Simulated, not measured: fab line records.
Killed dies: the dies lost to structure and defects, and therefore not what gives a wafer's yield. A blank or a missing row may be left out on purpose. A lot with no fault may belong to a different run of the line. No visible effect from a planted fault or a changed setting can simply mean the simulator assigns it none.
Problem report in the 8D (eight disciplines) form, filled by code + flow gf180mcu + the parts of the form that need people (team, actions taken, sign-off) are left out

## 1. PROBLEM STATEMENT
Mean of cdNm at GF_V2_CD_MEAS_14: 273.4 nm across 2 wafers in 2 lots; on wafers with no fault it is 260.4 nm (standard deviation 1.3). That puts it +10 standard deviations away from the usual mean.
The step: target cd 260 nm.
The first sign was on wafer L907.6 at day 22 13:04, on cdSem-01. Wafers with a number at this step in the record: 36, from 12 lots. By rule, "out" or "out of limits" means more than 4 standard deviations away from the usual mean. The other wafers with a number count as sound.

## 2. WHAT IT IS AND WHAT IT IS NOT
| question                    | is                | is not                                                                                                   |
|-----------------------------|-------------------|----------------------------------------------------------------------------------------------------------|
| which readings at this step | cdNm              | -                                                                                                        |
| which lots                  | L907, L908        | L902, L904, L905, L906, L917, L919, L921, L922, L923, L924                                               |
| which wafers of those lots  | L907.6, L908.6    | L907.2, L907.4, L908.3, L908.5                                                                           |
| read on which gauges        | cdSem-01          | cdSem-02                                                                                                 |
| when                        | from day 22 13:04 | up to then (14 sound wafers); but 20 sound wafers of L908, L917, L919, L921, L922, L923, L924 came after |

## 3. THE SUSPECTS, EACH WITH WHAT RULES IT OUT
Counting: a tool at a process step up to the reading stays a suspect if it ran every lot that is out. Sound lots after the first of them don't rule it out here, since some wafers of a struck lot are sound.
- the gauge at GF_V2_CD_MEAS_14: kept. All the wafers that are out were read on cdSem-01, and no step on other tools shows them out.
- krfScanner-01 at GF_V2_EXPOSE_11 (exposes mask Via2, target cd 260 nm): kept. Ran every lot that is out, first one L907 (day 22 01:13); last sound lot up to then L906 (day 21 16:37).
Left after counting: krfScanner-01 at GF_V2_EXPOSE_11, cdSem-01 at GF_V2_CD_MEAS_14.

## 4. THE CAUSE (what the simulator had put in)
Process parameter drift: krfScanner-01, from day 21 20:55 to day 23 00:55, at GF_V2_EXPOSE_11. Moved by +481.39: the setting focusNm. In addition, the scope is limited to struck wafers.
Counting left 2 suspects, and this tool is among them.

## 5. SEQUENCE OF EFFECTS, ordered by route
Each row: a reading whose mean over the struck wafers that have a number lies more than 3 standard deviations from the usual. Readings are gone through only where the record gives a usual standard deviation; hours: the median, over the lots, of the time from a lot's start at the first step in this table giving one to that lot's start at this step; sigmas: the change measured in usual standard deviations.
| hours | step             | reading | usual    | on struck wafers | change | sigmas |
|-------|------------------|---------|----------|------------------|--------|--------|
| 0     | GF_V2_CD_MEAS_14 | cdNm    | 260.4 nm | 273.4            | +13.0  | +10    |

## 6. WHAT WOULD HAVE CAUGHT IT SOONER
In this record the first reading out of limits at a measuring or inspecting step was taken at day 22 13:04, 16 hours after the fault began at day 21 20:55.
An alarm limit of 4 standard deviations would not have fired on the tool readings at GF_V2_EXPOSE_11 for which the record gives a usual standard deviation, since none of them was out on any struck wafer.
All the lots that are out (2) had begun GF_V2_EXPOSE_11 on krfScanner-01 by day 22 13:04. Tool hold at that time: it would have spared none of them.
